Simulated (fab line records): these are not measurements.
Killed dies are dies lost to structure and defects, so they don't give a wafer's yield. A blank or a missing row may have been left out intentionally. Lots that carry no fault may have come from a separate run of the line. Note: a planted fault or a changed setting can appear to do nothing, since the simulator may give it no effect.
Which tool did it? + flow gf180mcu + 36 wafers from 12 lots sampled at 4 of the route's 602 steps

## WHAT THE GAUGES SHOWED, per wafer
GF_M4_THK_MEAS_06: measures by xrf.
| lot  | measured     | on           | M4_ALCU_THK (nm) |
|------|--------------|--------------|------------------|
| L457 | day 22 11:27 | filmMetro-02 | 462 458 457      |
| L458 | day 23 05:56 | filmMetro-03 | 452 459 453      |
| L459 | day 23 21:03 | filmMetro-01 | 464 468 460      |
| L461 | day 24 05:11 | filmMetro-02 | 465 466 462      |
| L463 | day 24 17:58 | filmMetro-03 | 474 466 478      |
| L467 | day 25 22:34 | filmMetro-03 | 465 462 466      |
| L466 | day 26 00:19 | filmMetro-03 | 467 459 458      |
| L468 | day 26 10:02 | filmMetro-01 | 462 461 462      |
| L470 | day 27 06:43 | filmMetro-01 | 452 457 455      |
| L471 | day 27 08:05 | filmMetro-01 | 458 454 454      |
| L477 | day 28 15:23 | filmMetro-03 | 464 469 469      |
| L479 | day 29 07:18 | filmMetro-03 | 466 466 464      |

GF_V4_BOW_MEAS_05.
| lot  | measured     | on           | V4_BOW (um) |
|------|--------------|--------------|-------------|
| L457 | day 23 11:20 | filmMetro-04 | 139 132 136 |
| L458 | day 24 05:59 | filmMetro-03 | 140 154 150 |
| L459 | day 24 21:23 | filmMetro-01 | 137 131 140 |
| L461 | day 25 04:23 | filmMetro-03 | 134 122 123 |
| L463 | day 25 15:54 | filmMetro-04 | 123 120 125 |
| L467 | day 26 19:58 | filmMetro-01 | 145 148 133 |
| L466 | day 26 22:38 | filmMetro-03 | 141 143 142 |
| L468 | day 27 07:43 | filmMetro-04 | 127 126 121 |
| L470 | day 28 03:13 | filmMetro-01 | 141 143 149 |
| L471 | day 28 04:53 | filmMetro-04 | 122 125 121 |
| L477 | day 29 11:23 | filmMetro-04 | 140 136 146 |
| L479 | day 30 03:38 | filmMetro-04 | 158 155 152 |

GF_V4_OVL_MEAS_15.
| lot  | measured     | on         | V4_OVL (nm) |
|------|--------------|------------|-------------|
| L457 | day 24 10:11 | overlay-02 | 4 10 4      |
| L458 | day 25 03:40 | overlay-02 | 14 3 11     |
| L459 | day 25 18:27 | overlay-02 | 3 -1 0      |
| L461 | day 26 01:19 | overlay-01 | -5 0 -2     |
| L463 | day 26 13:07 | overlay-02 | 2 2 -6      |
| L467 | day 27 15:55 | overlay-02 | 2 4 3       |
| L466 | day 27 18:26 | overlay-02 | 8 4 8       |
| L468 | day 28 02:55 | overlay-02 | 8 12 3      |
| L470 | day 28 22:40 | overlay-01 | 0 -3 0      |
| L471 | day 28 23:48 | overlay-01 | -2 5 4      |
| L477 | day 30 06:46 | overlay-01 | -9 6 2      |
| L479 | day 30 21:13 | overlay-02 | -2 2 -10    |

## WHAT TOOL EACH LOT RAN ON (gives the tool, then ch and the chambers of the sampled wafers, and finally the start)
| lot  | GF_V4_CMP_04                  |
|------|-------------------------------|
| L457 | cmp-02 ch 0,2,3, day 23 11:00 |
| L458 | cmp-01 ch 0,1, day 24 05:40   |
| L459 | cmp-02 ch 0,2,3, day 24 21:05 |
| L461 | cmp-01 ch 1,2,3, day 25 04:07 |
| L463 | cmp-02 ch 0,1,3, day 25 15:36 |
| L467 | cmp-01 ch 0,1,3, day 26 19:46 |
| L466 | cmp-02 ch 1,2, day 26 22:20   |
| L468 | cmp-01 ch 0,1,2, day 27 07:25 |
| L470 | cmp-01 ch 1,2,3, day 28 02:55 |
| L471 | cmp-02 ch 0,1,3, day 28 04:41 |
| L477 | cmp-02 ch 1,3, day 29 11:04   |
| L479 | cmp-02 ch 0,2,3, day 30 03:28 |
- GF_V4_CMP_04: polishes SiO2.

## WHAT THE TOOLS THEMSELVES READ (means of the sampled wafers that have a number; where no wafer has one, the mark that the record gives instead)
GF_V4_CMP_04.
| lot  | tool   | motorCurrentA (A) | timeToEndpointS (s) |
|------|--------|-------------------|---------------------|
| L457 | cmp-02 | 12.8              | 82                  |
| L458 | cmp-01 | 10.7              | 86                  |
| L459 | cmp-02 | 12.9              | 80                  |
| L461 | cmp-01 | 11.7              | 80                  |
| L463 | cmp-02 | 12.7              | 77                  |
| L467 | cmp-01 | 11.5              | 79                  |
| L466 | cmp-02 | 12.3              | 79                  |
| L468 | cmp-01 | 11.0              | 81                  |
| L470 | cmp-01 | 11.4              | 86                  |
| L471 | cmp-02 | 12.4              | 84                  |
| L477 | cmp-02 | 12.8              | 86                  |
| L479 | cmp-02 | 13.3              | 89                  |

## THE ANSWER, worked out from the rows above alone
Rule: usual is defined by the lots themselves. The widest of any qualifying gaps counts: lots, ordered by their means at a reading, are off when they make up no more than a third of the lots, leave a main group of 4 or more, and stand apart from it by 3 or more times the standard deviation of that group's means. A main group is skipped when, at the precision printed for the reading in the tables above, its means are all equal. Also off: a lot with no number at a reading for which 4 or more lots have one. Any other lot the step has rows for is counted as sound. After the gauges, taken in route order, come the tools' own readings; for these a lot's mean is taken, as printed above. At the first step where some lot is off, the reading lying furthest off is the one used; lots without a number count as furthest.
None of the lots is off at any reading shown; this tells nothing.

## WHAT THE SIMULATOR PUT IN
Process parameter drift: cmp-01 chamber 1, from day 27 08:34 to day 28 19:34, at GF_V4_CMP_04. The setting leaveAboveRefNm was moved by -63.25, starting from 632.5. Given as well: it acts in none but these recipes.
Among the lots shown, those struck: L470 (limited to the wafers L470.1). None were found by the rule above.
